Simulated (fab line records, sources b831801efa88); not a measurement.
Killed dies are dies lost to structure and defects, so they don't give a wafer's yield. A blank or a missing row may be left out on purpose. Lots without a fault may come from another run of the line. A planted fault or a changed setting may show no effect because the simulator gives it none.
fab line records | flow gf180mcu | part 2 of 2: steps 31 to 43 of 43
record lots=5 wafers=15 last_day=34
route steps=602 shown STI@5 DNWELL@32 NWELL@42
lots that met no fault: from a run of the same line without faults
start_h: hours from the record's first day to the start of the lot's first wafer shown | wait_h: hours since the lot's step before | " the same as in the row above | L1.1+2: a row that stands for several wafers | - no value, or no start given | * or withheld: withheld | < > ~ a bound
route shown NAME@n: a module of which the file shows steps, and the number in the route of the first | usual: mean/standard deviation of fault-free wafers | same: alike in all rows | chamber/n: place in a boat | sites: the reading at each site | _std_site: their standard deviation | _edge_site: outer sites' mean less inner sites' | radius_mm: how far each site lies from the wafer's centre | mask NAME#n: copy n | behind: the tool/chamber that last shaped the wafer | hold: why the lot was held/for how many hours/how that ended | device: the transistor (n, p or np) that didn't switch | end of line: the same wafers' tests at the end of the route | a step without rows: its recipe alone | killed: dies lost to structure and defects at the first sort, not the wafer's yield | map: a wafer's dies, x killed, . not, _ none there
set.NAME: the setting as run; set.NAME@STEP: as run at that earlier step | model.NAME: the simulator's own value behind a step, which no gauge read
lots at some steps of the route; a table a step, a row a wafer
services: from which hour (start_h, from the record's first day; less than 0 if before it) a tool's chamber was out of use, for how many hours, and why
## steps
# step GF_DNWELL_SOFTBAKE_03
# recipe temp_c=110 time_s=withheld
# columns lot.wafer tool chamber start_h wait_h
L076.2+4+6 litho_track-03 0 45.75 0.1
L080.2+4+6 litho_track-03 0 68.15 0.1
L087.2+3+5 litho_track-01 0 103.30 0.1
L088.1+3+5 litho_track-01 0 110.22 0.1
L097.1+4+5 litho_track-02 0 158.14 0.1
# step GF_DNWELL_EXPOSE_04
# recipe mask_id=DNWELL target_cd_nm=1700 na=0.6 source_shape=conventional sigma_outer=0.6 dose_mj=260
# usual stage_vel_mm_s=500.02/0.27
# same sigma_outer=0.6
# columns lot.wafer tool chamber start_h wait_h mask stage_vel_mm_s
L076.2 iline_stepper-01 0 - - DNWELL#0 500.38
L076.4 " 0 " " DNWELL#0 499.95
L076.6 " 0 " " DNWELL#0 500.47
L080.2 iline_stepper-02 0 - - DNWELL#0 499.74
L080.4 " 0 " " DNWELL#0 499.60
L080.6 " 0 " " DNWELL#0 499.85
L087.2 iline_stepper-02 0 - - DNWELL#0 499.91
L087.3 " 0 " " DNWELL#0 500.09
L087.5 " 0 " " DNWELL#0 499.98
L088.1 iline_stepper-02 0 - - DNWELL#0 500.18
L088.3 " 0 " " DNWELL#0 500.54
L088.5 " 0 " " DNWELL#0 500.28
L097.1 iline_stepper-01 0 - - DNWELL#0 500.37
L097.4 " 0 " " DNWELL#0 500.52
L097.5 " 0 " " DNWELL#0 500.73
# step GF_DNWELL_PEB_05
# recipe temp_c=115 time_s=withheld
# columns lot.wafer tool chamber start_h wait_h
L076.2+4+6 litho_track-01 0 - -
L080.2+4+6 litho_track-01 0 - -
L087.2+3+5 litho_track-02 0 - -
L088.1+3+5 litho_track-01 0 - -
L097.1+4+5 litho_track-03 0 - -
# step GF_DNWELL_DEVELOP_06
# recipe wall_angle_deg=90 develop_time_s=60 dev_temp_c=23
# columns lot.wafer tool chamber start_h wait_h
L076.2+4+6 litho_track-01 0 - -
L080.2+4+6 litho_track-01 0 - -
L087.2+3+5 litho_track-02 0 - -
L088.1+3+5 litho_track-01 0 - -
L097.1+4+5 litho_track-03 0 - -
# step GF_DNWELL_IMPLANT_07
# recipe species=P energy_kev=1500 dose_cm2=1e+13 tilt_deg=0
# columns lot.wafer tool chamber start_h wait_h
L076.2+4+6 implanter-01 0 52.24 -
L080.2+4+6 implanter-01 0 74.04 -
L087.2+3+5 implanter-01 0 110.62 -
L088.1+3+5 implanter-04 0 117.37 -
L097.1+4+5 implanter-03 0 166.41 -
# step GF_DNWELL_STRIP_08
# recipe chemistry=O2/N2 power_w=1400 pressure_mtorr=1500 platen_temp_c=250 o2_flow_sccm=3000 n2_flow_sccm=300 overash_fraction=0.5
# usual drypump_motor_current_A=5.8/0.42 heater_power_w=334/17 oes_product_au=0.722/0.0045 platen_temp_c=250.03/0.18 strip_time_to_endpoint_s=36.93/0.1
# columns lot.wafer tool chamber start_h wait_h drypump_motor_current_A heater_power_w oes_product_au platen_temp_c rf_hours_counter_h strip_time_to_endpoint_s
L076.2 plasma_asher-04 0 52.37 0.1 6.2 343 0.722 250.28 37 36.92
L076.4 " 1 " " 5.3 328 0.722 250.12 - 36.92
L076.6 " 1 " " 5.3 329 0.717 249.75 - 36.95
L080.2 plasma_asher-04 0 74.17 0.1 6.3 340 0.726 250.14 39 36.87
L080.4 " 1 " " 5.3 336 0.724 250.33 - 36.90
L080.6 " 1 " " 5.3 328 0.721 249.95 - 36.93
L087.2 plasma_asher-04 1 110.74 0.1 5.3 318 0.721 250.09 43 36.86
L087.3 " 1 " " 5.3 326 0.726 250.05 - 36.95
L087.5 " 1 " " 5.3 326 0.721 250.40 - 36.97
L088.1 plasma_asher-04 1 117.52 0.1 5.3 320 0.718 250.24 44 37.00
L088.3 " 1 " " 5.3 332 0.718 250.06 - 37.13
L088.5 " 0 " " 6.2 353 0.715 249.67 - 37.07
L097.1 plasma_asher-01 1 166.56 0.1 6.0 330 0.730 250.22 6 37.00
L097.4 " 0 " " 5.6 304 0.725 250.22 - 36.93
L097.5 " 0 " " 5.6 305 0.723 249.96 - 36.94
# step GF_DNWELL_TW_MEAS_09
# usual DNWELL_TW=1362/6.2
# columns lot.wafer tool chamber start_h wait_h DNWELL_TW
L076.2 film_metro-04 - 52.48 0.1 1360
L076.4 " - " " 1356
L076.6 " - " " 1365
L080.2 film_metro-03 - 74.28 0.1 1351
L080.4 " - " " 1346
L080.6 " - " " 1355
L087.2 film_metro-03 - 110.85 0.1 1361
L087.3 " - " " 1352
L087.5 " - " " 1363
L088.1 film_metro-03 - 117.62 0.1 1357
L088.3 " - " " 1356
L088.5 " - " " 1356
L097.1 film_metro-04 - 166.66 0.1 1359
L097.4 " - " " 1362
L097.5 " - " " 1362
# step GF_NWELL_DEHYDRATE_00
# recipe temp_c=200 time_s=60
# columns lot.wafer tool chamber start_h wait_h
L076.2+4+6 litho_track-01 0 58.59 6.1
L080.2+4+6 litho_track-04 0 80.16 5.9
L087.2+3+5 litho_track-04 0 117.21 6.3
L088.1+3+5 litho_track-01 0 124.67 7.0
L097.1+4+5 litho_track-01 0 174.22 7.5
# step GF_NWELL_HMDS_01
# recipe prime_time_s=60 prime_temp_c=120
# columns lot.wafer tool chamber start_h wait_h
L076.2+4+6 litho_track-01 0 58.74 0.1
L080.2+4+6 litho_track-04 0 80.31 0.1
L087.2+3+5 litho_track-04 0 117.36 0.1
L088.1+3+5 litho_track-01 0 124.82 0.1
L097.1+4+5 litho_track-01 0 174.37 0.1
# step GF_NWELL_COAT_02
# recipe spin_rpm=2000 resist_thk_nm=3000
# columns lot.wafer tool chamber start_h wait_h
L076.2+4+6 litho_track-01 0 58.89 0.1
L080.2+4+6 litho_track-04 0 80.46 0.1
L087.2+3+5 litho_track-04 0 117.51 0.1
L088.1+3+5 litho_track-01 0 124.97 0.1
L097.1+4+5 litho_track-01 0 174.52 0.1
# step GF_NWELL_SOFTBAKE_03
# recipe temp_c=110 time_s=withheld
# columns lot.wafer tool chamber start_h wait_h
L076.2+4+6 litho_track-01 0 59.05 0.1
L080.2+4+6 litho_track-04 0 80.62 0.1
L087.2+3+5 litho_track-04 0 117.67 0.1
L088.1+3+5 litho_track-01 0 125.12 0.1
L097.1+4+5 litho_track-01 0 174.67 0.1
# step GF_NWELL_EXPOSE_04
# recipe mask_id=Nwell target_cd_nm=860 na=0.6 source_shape=conventional sigma_outer=0.6 dose_mj=260
# usual stage_vel_mm_s=499.95/0.25
# same sigma_outer=0.6
# columns lot.wafer tool chamber start_h wait_h mask stage_vel_mm_s
L076.2 iline_stepper-01 0 - - Nwell#0 499.70
L076.4 " 0 " " Nwell#0 499.69
L076.6 " 0 " " Nwell#0 499.88
L080.2 iline_stepper-02 0 - - Nwell#0 500.01
L080.4 " 0 " " Nwell#0 499.74
L080.6 " 0 " " Nwell#0 500.03
L087.2 iline_stepper-01 0 - - Nwell#0 499.83
L087.3 " 0 " " Nwell#0 499.91
L087.5 " 0 " " Nwell#0 499.62
L088.1 iline_stepper-02 0 - - Nwell#0 499.96
L088.3 " 0 " " Nwell#0 499.82
L088.5 " 0 " " Nwell#0 499.72
L097.1 iline_stepper-01 0 - - Nwell#0 499.87
L097.4 " 0 " " Nwell#0 499.89
L097.5 " 0 " " Nwell#0 500.21
# step GF_NWELL_PEB_05
# recipe temp_c=115 time_s=withheld
# columns lot.wafer tool chamber start_h wait_h
L076.2+4+6 litho_track-01 0 - -
L080.2+4+6 litho_track-04 0 - -
L087.2+3+5 litho_track-04 0 - -
L088.1+3+5 litho_track-04 0 - -
L097.1+4+5 litho_track-03 0 - -
## services
# columns tool chamber start_h hours kind
rie_diel-04 - 5.22 0.3 repair
wet_bench-01 - 21.52 2.7 repair
plasma_asher-04 - 21.54 7.0 repair
iline_stepper-01 - 22.43 1.0 repair
cmp-02 - 24.48 6.5 pm
hdpcvd-02 - 27.45 6.0 pm
iline_stepper-02 - 30.62 4.4 pm
krf_scanner-02 - 35.98 1.0 pm
rie_si-02 - 38.94 28.1 pm
furnace-01 - 43.01 3.4 pm
hdpcvd-02 - 48.40 1.4 repair
rie_diel-04 3 51.73 14.3 repair
krf_scanner-02 - 55.82 4.0 pm
iline_stepper-01 - 64.23 4.4 pm
cmp-02 - 65.34 10.3 repair
iline_stepper-01 - 73.23 1.7 pm
iline_stepper-01 - 77.24 2.1 pm
rie_diel-04 3 90.98 1.6 repair
wet_bench-01 - 105.99 0.9 repair
plasma_asher-04 - 118.19 1.5 repair
furnace-01 - 120.58 4.2 pm
iline_stepper-01 - 132.08 6.8 repair
iline_stepper-02 - 148.95 1.7 pm
iline_stepper-02 - 156.51 8.9 pm
